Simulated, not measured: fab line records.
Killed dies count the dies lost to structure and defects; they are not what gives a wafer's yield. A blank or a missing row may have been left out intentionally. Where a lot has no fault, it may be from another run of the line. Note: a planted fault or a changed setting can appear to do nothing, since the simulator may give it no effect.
fab line records :: flow gf180mcu :: part 2 of 2: steps 29 to 39 of 39
record
  lots=5
  wafers=15
  last-day=33
route steps=602 shown VT_IMPLANT@96
lots that met no fault: from a run of the same line without faults
start-h: hours from the record's opening day to when the first of the lot's shown wafers began :: wait-h: hours from the lot's prior step to this one :: " same as the row above :: L1.1+2: one row covering several wafers at once :: - value missing, or start not given :: * or withheld: withheld :: < > ~ a bound
route shown NAME@n: a module of which the file shows steps, and the number in the route of the first :: usual: average and standard deviation across the fault-free wafers :: same: alike in all rows :: chamber/n: place in a boat :: sites: readings site by site :: _std_site: standard deviation across them :: _edge_site: inner sites' mean taken away from outer sites' mean :: radius-mm: for every site, how far away it sits from the centre of the wafer :: mask NAME#n: copy n :: behind: the most recent tool/chamber to have shaped the wafer :: hold: cause of the lot's hold/its duration in hours/its outcome :: device: the transistor (n, p or np) that didn't switch :: end of line: tests run on the same wafers once the route is complete :: where a step has no rows: the recipe by itself :: killed: dies that structure and defects cost at the first sort, which is not the same as the wafer's yield :: map: a wafer's dies, marking killed ones x, the rest . and places with no die _
set.NAME: setting as actually run; set.NAME@STEP: the setting as run at that earlier step :: model.NAME: the simulator's own value behind a step, which no gauge read
a table for each step, a row for each wafer; lots at some steps of the route
services: a tool's chamber out of use, with start hour (start-h, from the record's first day; less than 0 if before it), hours out, and reason
## steps
# step GF_VT_IMPLANT_HMDS_34
# recipe
  prime-time-s=60
  prime-temp-c=120
lot.wafer: L074.3+4+5
tool: litho-track-02
chamber: 0
start-h: 149.79
wait-h: 0.1

lot.wafer: L079.1+3+5
tool: litho-track-03
chamber: 0
start-h: 176.56
wait-h: 0.1

lot.wafer: L080.4+5+6
tool: litho-track-04
chamber: 0
start-h: 186.16
wait-h: 0.1

lot.wafer: L087.4+5+6
tool: litho-track-03
chamber: 0
start-h: 234.93
wait-h: 0.1

lot.wafer: L092.3+4+6
tool: litho-track-03
chamber: 0
start-h: 276.16
wait-h: 0.1
# step GF_VT_IMPLANT_COAT_35
# recipe
  resist=NOVOLAK
  spin-rpm=3000
  resist-thk-nm=1000
lot.wafer: L074.3+4+5
tool: litho-track-02
chamber: 0
start-h: 149.94
wait-h: 0.1

lot.wafer: L079.1+3+5
tool: litho-track-03
chamber: 0
start-h: 176.71
wait-h: 0.1

lot.wafer: L080.4+5+6
tool: litho-track-04
chamber: 0
start-h: 186.31
wait-h: 0.1

lot.wafer: L087.4+5+6
tool: litho-track-03
chamber: 0
start-h: 235.08
wait-h: 0.1

lot.wafer: L092.3+4+6
tool: litho-track-03
chamber: 0
start-h: 276.31
wait-h: 0.1
# step GF_VT_IMPLANT_SOFTBAKE_36
# recipe
  temp-c=90
  time-s=60
  resist=NOVOLAK
lot.wafer: L074.3+4+5
tool: litho-track-02
chamber: 0
start-h: 150.09
wait-h: 0.1

lot.wafer: L079.1+3+5
tool: litho-track-03
chamber: 0
start-h: 176.86
wait-h: 0.1

lot.wafer: L080.4+5+6
tool: litho-track-04
chamber: 0
start-h: 186.46
wait-h: 0.1

lot.wafer: L087.4+5+6
tool: litho-track-03
chamber: 0
start-h: 235.23
wait-h: 0.1

lot.wafer: L092.3+4+6
tool: litho-track-03
chamber: 0
start-h: 276.46
wait-h: 0.1
# step GF_VT_IMPLANT_EXPOSE_37
# recipe
  mask-id=Nwell_HV_AREA
  target-cd-nm=860
  na=0.6
  source-shape=conventional
  sigma-outer=0.6
  dose-mj=140
# usual
  exposure-dose-mJ-cm2=139.97/0.14
lot.wafer: L074.3
tool: iline-stepper-01
chamber: 0
start-h: -
wait-h: -
mask: Nwell_HV_AREA#0
exposure-dose-mJ-cm2: 139.92

lot.wafer: L074.4
tool: iline-stepper-01
chamber: 0
start-h: -
wait-h: -
mask: Nwell_HV_AREA#0
exposure-dose-mJ-cm2: 140.16

lot.wafer: L074.5
tool: iline-stepper-01
chamber: 0
start-h: -
wait-h: -
mask: Nwell_HV_AREA#0
exposure-dose-mJ-cm2: 140.18

lot.wafer: L079.1
tool: iline-stepper-02
chamber: 0
start-h: -
wait-h: -
mask: Nwell_HV_AREA#0
exposure-dose-mJ-cm2: 140.05

lot.wafer: L079.3
tool: iline-stepper-02
chamber: 0
start-h: -
wait-h: -
mask: Nwell_HV_AREA#0
exposure-dose-mJ-cm2: 139.96

lot.wafer: L079.5
tool: iline-stepper-02
chamber: 0
start-h: -
wait-h: -
mask: Nwell_HV_AREA#0
exposure-dose-mJ-cm2: 140.16

lot.wafer: L080.4
tool: iline-stepper-01
chamber: 0
start-h: -
wait-h: -
mask: Nwell_HV_AREA#0
exposure-dose-mJ-cm2: 139.91

lot.wafer: L080.5
tool: iline-stepper-01
chamber: 0
start-h: -
wait-h: -
mask: Nwell_HV_AREA#0
exposure-dose-mJ-cm2: 139.92

lot.wafer: L080.6
tool: iline-stepper-01
chamber: 0
start-h: -
wait-h: -
mask: Nwell_HV_AREA#0
exposure-dose-mJ-cm2: 139.92

lot.wafer: L087.4
tool: iline-stepper-01
chamber: 0
start-h: -
wait-h: -
mask: Nwell_HV_AREA#0
exposure-dose-mJ-cm2: 139.91

lot.wafer: L087.5
tool: iline-stepper-01
chamber: 0
start-h: -
wait-h: -
mask: Nwell_HV_AREA#0
exposure-dose-mJ-cm2: 139.90

lot.wafer: L087.6
tool: iline-stepper-01
chamber: 0
start-h: -
wait-h: -
mask: Nwell_HV_AREA#0
exposure-dose-mJ-cm2: 139.80

lot.wafer: L092.3
tool: iline-stepper-01
chamber: 0
start-h: -
wait-h: -
mask: Nwell_HV_AREA#0
exposure-dose-mJ-cm2: 139.84

lot.wafer: L092.4
tool: iline-stepper-01
chamber: 0
start-h: -
wait-h: -
mask: Nwell_HV_AREA#0
exposure-dose-mJ-cm2: 140.05

lot.wafer: L092.6
tool: iline-stepper-01
chamber: 0
start-h: -
wait-h: -
mask: Nwell_HV_AREA#0
exposure-dose-mJ-cm2: 139.83
# step GF_VT_IMPLANT_PEB_38
# recipe
  temp-c=withheld
  time-s=*
  resist=NOVOLAK
lot.wafer: L074.3+4+5
tool: litho-track-04
chamber: 0
start-h: -
wait-h: -

lot.wafer: L079.1+3+5
tool: litho-track-04
chamber: 0
start-h: -
wait-h: -

lot.wafer: L080.4+5+6
tool: litho-track-03
chamber: 0
start-h: -
wait-h: -

lot.wafer: L087.4+5+6
tool: litho-track-04
chamber: 0
start-h: -
wait-h: -

lot.wafer: L092.3+4+6
tool: litho-track-04
chamber: 0
start-h: -
wait-h: -
# step GF_VT_IMPLANT_DEVELOP_39
# recipe
  develop-time-s=60
  dev-temp-c=23
lot.wafer: L074.3+4+5
tool: litho-track-04
chamber: 0
start-h: 158.33
wait-h: 0.1

lot.wafer: L079.1+3+5
tool: litho-track-04
chamber: 0
start-h: 185.18
wait-h: 0.1

lot.wafer: L080.4+5+6
tool: litho-track-03
chamber: 0
start-h: 195.28
wait-h: 0.1

lot.wafer: L087.4+5+6
tool: litho-track-04
chamber: 0
start-h: 244.66
wait-h: 0.1

lot.wafer: L092.3+4+6
tool: litho-track-04
chamber: 0
start-h: 286.03
wait-h: 0.1
# step GF_VT_IMPLANT_OVL_MEAS_40
# usual
  VT_IMPLANT_03_OVL=0.2/1.7
lot.wafer: L074.3
tool: overlay-02
chamber: -
start-h: 158.45
wait-h: 0.1
VT_IMPLANT_03_OVL[nm]: -0.9

lot.wafer: L074.4
tool: overlay-02
chamber: -
start-h: 158.45
wait-h: 0.1
VT_IMPLANT_03_OVL[nm]: 0.0

lot.wafer: L074.5
tool: overlay-02
chamber: -
start-h: 158.45
wait-h: 0.1
VT_IMPLANT_03_OVL[nm]: 0.2

lot.wafer: L079.1
tool: overlay-02
chamber: -
start-h: 185.33
wait-h: 0.1
VT_IMPLANT_03_OVL[nm]: -2.9

lot.wafer: L079.3
tool: overlay-02
chamber: -
start-h: 185.33
wait-h: 0.1
VT_IMPLANT_03_OVL[nm]: -0.4

lot.wafer: L079.5
tool: overlay-02
chamber: -
start-h: 185.33
wait-h: 0.1
VT_IMPLANT_03_OVL[nm]: -0.3

lot.wafer: L080.4
tool: overlay-01
chamber: -
start-h: 195.38
wait-h: 0.1
VT_IMPLANT_03_OVL[nm]: -1.5

lot.wafer: L080.5
tool: overlay-01
chamber: -
start-h: 195.38
wait-h: 0.1
VT_IMPLANT_03_OVL[nm]: 0.0

lot.wafer: L080.6
tool: overlay-01
chamber: -
start-h: 195.38
wait-h: 0.1
VT_IMPLANT_03_OVL[nm]: 0.2

lot.wafer: L087.4
tool: overlay-02
chamber: -
start-h: 244.75
wait-h: 0.1
VT_IMPLANT_03_OVL[nm]: -1.0

lot.wafer: L087.5
tool: overlay-02
chamber: -
start-h: 244.75
wait-h: 0.1
VT_IMPLANT_03_OVL[nm]: -0.2

lot.wafer: L087.6
tool: overlay-02
chamber: -
start-h: 244.75
wait-h: 0.1
VT_IMPLANT_03_OVL[nm]: -0.9

lot.wafer: L092.3
tool: overlay-01
chamber: -
start-h: 286.14
wait-h: 0.1
VT_IMPLANT_03_OVL[nm]: 0.7

lot.wafer: L092.4
tool: overlay-01
chamber: -
start-h: 286.14
wait-h: 0.1
VT_IMPLANT_03_OVL[nm]: 2.3

lot.wafer: L092.6
tool: overlay-01
chamber: -
start-h: 286.14
wait-h: 0.1
VT_IMPLANT_03_OVL[nm]: 1.9
# step GF_VT_IMPLANT_IMPLANT_41
# recipe
  species=As
  energy-kev=70
  dose-cm2=1.013e+12
  tilt-deg=7
# usual
  dose-ions-cm2=1.0133e+12/1.1e+09
lot.wafer: L074.3
tool: implanter-02
chamber: 0
start-h: 158.52
wait-h: 0.1
dose-ions-cm2: 1.0136e+12

lot.wafer: L074.4
tool: implanter-02
chamber: 0
start-h: 158.52
wait-h: 0.1
dose-ions-cm2: 1.0143e+12

lot.wafer: L074.5
tool: implanter-02
chamber: 0
start-h: 158.52
wait-h: 0.1
dose-ions-cm2: 1.0123e+12

lot.wafer: L079.1
tool: implanter-02
chamber: 0
start-h: 185.37
wait-h: 0.0
dose-ions-cm2: 1.0143e+12

lot.wafer: L079.3
tool: implanter-02
chamber: 0
start-h: 185.37
wait-h: 0.0
dose-ions-cm2: 1.0138e+12

lot.wafer: L079.5
tool: implanter-02
chamber: 0
start-h: 185.37
wait-h: 0.0
dose-ions-cm2: 1.0139e+12

lot.wafer: L080.4
tool: implanter-04
chamber: 0
start-h: 195.47
wait-h: 0.1
dose-ions-cm2: 1.0145e+12

lot.wafer: L080.5
tool: implanter-04
chamber: 0
start-h: 195.47
wait-h: 0.1
dose-ions-cm2: 1.0139e+12

lot.wafer: L080.6
tool: implanter-04
chamber: 0
start-h: 195.47
wait-h: 0.1
dose-ions-cm2: 1.0124e+12

lot.wafer: L087.4
tool: implanter-02
chamber: 0
start-h: 244.84
wait-h: 0.1
dose-ions-cm2: 1.0126e+12

lot.wafer: L087.5
tool: implanter-02
chamber: 0
start-h: 244.84
wait-h: 0.1
dose-ions-cm2: 1.0158e+12

lot.wafer: L087.6
tool: implanter-02
chamber: 0
start-h: 244.84
wait-h: 0.1
dose-ions-cm2: 1.0137e+12

lot.wafer: L092.3
tool: implanter-01
chamber: 0
start-h: 286.22
wait-h: 0.1
dose-ions-cm2: 1.0107e+12

lot.wafer: L092.4
tool: implanter-01
chamber: 0
start-h: 286.22
wait-h: 0.1
dose-ions-cm2: 1.0135e+12

lot.wafer: L092.6
tool: implanter-01
chamber: 0
start-h: 286.22
wait-h: 0.1
dose-ions-cm2: 1.0117e+12
# step GF_VT_IMPLANT_STRIP_42
# recipe
  chemistry=O2/N2
  power-w=1400
  pressure-mtorr=1500
  platen-temp-c=250
  o2-flow-sccm=3000
  n2-flow-sccm=300
  overash-fraction=0.5
# usual
  drypump-motor-current-A=6.0/0.4
  heater-power-w=356/55
  n2-flow-sccm=300.0/0.86
  o2-flow-sccm=3002/9.2
  oes-product-au=0.717/0.0045
  platen-temp-c=250.02/0.16
  strip-time-to-endpoint-s=12.62/0.038
# same
  overash-fraction=0.5
lot.wafer: L074.3
tool: plasma-asher-03
chamber: 0
start-h: 158.65
wait-h: 0.1
drypump-motor-current-A: 6.0
heater-power-w: 320
n2-flow-sccm: 300.2
o2-flow-sccm: 3015
oes-product-au: 0.716
platen-temp-c: 250.17
rf-hours-counter-h: -
strip-time-to-endpoint-s: 12.61

lot.wafer: L074.4
tool: plasma-asher-03
chamber: 1
start-h: 158.65
wait-h: 0.1
drypump-motor-current-A: 5.8
heater-power-w: 376
n2-flow-sccm: 301.0
o2-flow-sccm: 2997
oes-product-au: 0.715
platen-temp-c: 250.35
rf-hours-counter-h: -
strip-time-to-endpoint-s: 12.64

lot.wafer: L074.5
tool: plasma-asher-03
chamber: 0
start-h: 158.65
wait-h: 0.1
drypump-motor-current-A: 6.0
heater-power-w: 324
n2-flow-sccm: 301.1
o2-flow-sccm: 2994
oes-product-au: 0.718
platen-temp-c: 250.25
rf-hours-counter-h: -
strip-time-to-endpoint-s: 12.60

lot.wafer: L079.1
tool: plasma-asher-01
chamber: 0
start-h: 185.52
wait-h: 0.1
drypump-motor-current-A: 5.7
heater-power-w: 313
n2-flow-sccm: 299.9
o2-flow-sccm: 3003
oes-product-au: 0.723
platen-temp-c: 249.84
rf-hours-counter-h: 51
strip-time-to-endpoint-s: 12.62

lot.wafer: L079.3
tool: plasma-asher-01
chamber: 1
start-h: 185.52
wait-h: 0.1
drypump-motor-current-A: 5.4
heater-power-w: 455
n2-flow-sccm: 299.6
o2-flow-sccm: 3009
oes-product-au: 0.732
platen-temp-c: 250.27
rf-hours-counter-h: -
strip-time-to-endpoint-s: 12.63

lot.wafer: L079.5
tool: plasma-asher-01
chamber: 1
start-h: 185.52
wait-h: 0.1
drypump-motor-current-A: 5.4
heater-power-w: 457
n2-flow-sccm: 299.4
o2-flow-sccm: 3017
oes-product-au: 0.713
platen-temp-c: 249.99
rf-hours-counter-h: -
strip-time-to-endpoint-s: 12.61

lot.wafer: L080.4
tool: plasma-asher-02
chamber: 0
start-h: 195.58
wait-h: 0.1
drypump-motor-current-A: 6.4
heater-power-w: 304
n2-flow-sccm: 300.1
o2-flow-sccm: 3006
oes-product-au: 0.710
platen-temp-c: 250.04
rf-hours-counter-h: -
strip-time-to-endpoint-s: 12.58

lot.wafer: L080.5
tool: plasma-asher-02
chamber: 0
start-h: 195.58
wait-h: 0.1
drypump-motor-current-A: 6.4
heater-power-w: 301
n2-flow-sccm: 299.7
o2-flow-sccm: 3007
oes-product-au: 0.721
platen-temp-c: 249.84
rf-hours-counter-h: -
strip-time-to-endpoint-s: 12.59

lot.wafer: L080.6
tool: plasma-asher-02
chamber: 1
start-h: 195.58
wait-h: 0.1
drypump-motor-current-A: 6.4
heater-power-w: 366
n2-flow-sccm: 301.8
o2-flow-sccm: 2987
oes-product-au: 0.716
platen-temp-c: 249.86
rf-hours-counter-h: -
strip-time-to-endpoint-s: 12.61

lot.wafer: L087.4
tool: plasma-asher-01
chamber: 1
start-h: 244.95
wait-h: 0.1
drypump-motor-current-A: 5.4
heater-power-w: 459
n2-flow-sccm: 298.8
o2-flow-sccm: 3005
oes-product-au: 0.727
platen-temp-c: 249.70
rf-hours-counter-h: -
strip-time-to-endpoint-s: 12.55

lot.wafer: L087.5
tool: plasma-asher-01
chamber: 0
start-h: 244.95
wait-h: 0.1
drypump-motor-current-A: 5.7
heater-power-w: 304
n2-flow-sccm: 300.6
o2-flow-sccm: 2992
oes-product-au: 0.719
platen-temp-c: 249.96
rf-hours-counter-h: -
strip-time-to-endpoint-s: 12.62

lot.wafer: L087.6
tool: plasma-asher-01
chamber: 1
start-h: 244.95
wait-h: 0.1
drypump-motor-current-A: 5.4
heater-power-w: 466
n2-flow-sccm: 300.6
o2-flow-sccm: 2985
oes-product-au: 0.721
platen-temp-c: 249.85
rf-hours-counter-h: -
strip-time-to-endpoint-s: 12.62

lot.wafer: L092.3
tool: plasma-asher-01
chamber: 1
start-h: 286.35
wait-h: 0.1
drypump-motor-current-A: 5.4
heater-power-w: 444
n2-flow-sccm: 300.1
o2-flow-sccm: 2997
oes-product-au: 0.722
platen-temp-c: 250.00
rf-hours-counter-h: -
strip-time-to-endpoint-s: 12.70

lot.wafer: L092.4
tool: plasma-asher-01
chamber: 0
start-h: 286.35
wait-h: 0.1
drypump-motor-current-A: 5.8
heater-power-w: 305
n2-flow-sccm: 300.8
o2-flow-sccm: 2999
oes-product-au: 0.721
platen-temp-c: 250.04
rf-hours-counter-h: -
strip-time-to-endpoint-s: 12.69

lot.wafer: L092.6
tool: plasma-asher-01
chamber: 1
start-h: 286.35
wait-h: 0.1
drypump-motor-current-A: 5.4
heater-power-w: 452
n2-flow-sccm: 300.8
o2-flow-sccm: 3018
oes-product-au: 0.719
platen-temp-c: 249.92
rf-hours-counter-h: -
strip-time-to-endpoint-s: 12.70
# step GF_VT_IMPLANT_TW_MEAS_43
# usual
  VT_IMPLANT_4_TW=690/3.8
lot.wafer: L074.3
tool: film-metro-04
chamber: -
start-h: 158.74
wait-h: 0.1
VT_IMPLANT_4_TW: 694

lot.wafer: L074.4
tool: film-metro-04
chamber: -
start-h: 158.74
wait-h: 0.1
VT_IMPLANT_4_TW: 697

lot.wafer: L074.5
tool: film-metro-04
chamber: -
start-h: 158.74
wait-h: 0.1
VT_IMPLANT_4_TW: 693

lot.wafer: L079.1
tool: film-metro-04
chamber: -
start-h: 185.62
wait-h: 0.1
VT_IMPLANT_4_TW: 694

lot.wafer: L079.3
tool: film-metro-04
chamber: -
start-h: 185.62
wait-h: 0.1
VT_IMPLANT_4_TW: 694

lot.wafer: L079.5
tool: film-metro-04
chamber: -
start-h: 185.62
wait-h: 0.1
VT_IMPLANT_4_TW: 694

lot.wafer: L080.4
tool: film-metro-02
chamber: -
start-h: 195.67
wait-h: 0.1
VT_IMPLANT_4_TW: 686

lot.wafer: L080.5
tool: film-metro-02
chamber: -
start-h: 195.67
wait-h: 0.1
VT_IMPLANT_4_TW: 688

lot.wafer: L080.6
tool: film-metro-02
chamber: -
start-h: 195.67
wait-h: 0.1
VT_IMPLANT_4_TW: 687

lot.wafer: L087.4
tool: film-metro-01
chamber: -
start-h: 245.05
wait-h: 0.1
VT_IMPLANT_4_TW: 688

lot.wafer: L087.5
tool: film-metro-01
chamber: -
start-h: 245.05
wait-h: 0.1
VT_IMPLANT_4_TW: 691

lot.wafer: L087.6
tool: film-metro-01
chamber: -
start-h: 245.05
wait-h: 0.1
VT_IMPLANT_4_TW: 689

lot.wafer: L092.3
tool: film-metro-01
chamber: -
start-h: 286.44
wait-h: 0.1
VT_IMPLANT_4_TW: 690

lot.wafer: L092.4
tool: film-metro-01
chamber: -
start-h: 286.44
wait-h: 0.1
VT_IMPLANT_4_TW: 694

lot.wafer: L092.6
tool: film-metro-01
chamber: -
start-h: 286.44
wait-h: 0.1
VT_IMPLANT_4_TW: 689
# step GF_VT_IMPLANT_CLEAN_44
# recipe
  chemistry=SC1/SC2
  mix=1:4:20
  temp-c=70
  time-s=150
  dry=n2-spin
lot.wafer: L074.3+4+5
tool: wet-bench-01
chamber: 0
start-h: 158.78
wait-h: 0.0

lot.wafer: L079.1+3+5
tool: wet-bench-04
chamber: 2
start-h: 185.68
wait-h: 0.1

lot.wafer: L080.4+5+6
tool: wet-bench-04
chamber: 3
start-h: 195.70
wait-h: 0.0

lot.wafer: L087.4+5+6
tool: wet-bench-04
chamber: 2
start-h: 245.08
wait-h: 0.0

lot.wafer: L092.3+4+6
tool: wet-bench-04
chamber: 3
start-h: 286.48
wait-h: 0.0
## services
tool: plasma-asher-01
chamber: -
start-h: 94.71
hours: 2.8
kind: pm

tool: plasma-asher-03
chamber: -
start-h: 108.75
hours: 9.0
kind: pm

tool: plasma-asher-03
chamber: 0
start-h: 108.75
hours: 9.0
kind: vent-cycle

tool: plasma-asher-03
chamber: 1
start-h: 108.75
hours: 9.0
kind: vent-cycle

tool: plasma-asher-03
chamber: 0
start-h: 117.75
hours: -
kind: clean

tool: plasma-asher-03
chamber: 1
start-h: 117.75
hours: -
kind: clean

tool: iline-stepper-02
chamber: -
start-h: 158.88
hours: 1.7
kind: pm

tool: implanter-01
chamber: -
start-h: 169.24
hours: 5.4
kind: pm

tool: plasma-asher-02
chamber: -
start-h: 173.48
hours: 3.6
kind: repair

tool: implanter-02
chamber: -
start-h: 178.48
hours: 0.9
kind: repair

tool: implanter-01
chamber: -
start-h: 188.74
hours: 2.2
kind: repair

tool: iline-stepper-01
chamber: -
start-h: 191.74
hours: 2.1
kind: pm

tool: wet-bench-01
chamber: -
start-h: 193.80
hours: 1.9
kind: pm

tool: iline-stepper-01
chamber: -
start-h: 193.83
hours: -
kind: consumable-replace:lamp

tool: plasma-asher-03
chamber: -
start-h: 216.63
hours: 1.0
kind: repair

tool: iline-stepper-01
chamber: -
start-h: 228.32
hours: 4.4
kind: pm

tool: wet-bench-04
chamber: -
start-h: 232.32
hours: 1.9
kind: pm

tool: iline-stepper-01
chamber: -
start-h: 271.25
hours: -
kind: calibration

tool: iline-stepper-01
chamber: 0
start-h: 273.75
hours: -
kind: calibration

tool: iline-stepper-02
chamber: 0
start-h: 279.76
hours: -
kind: calibration
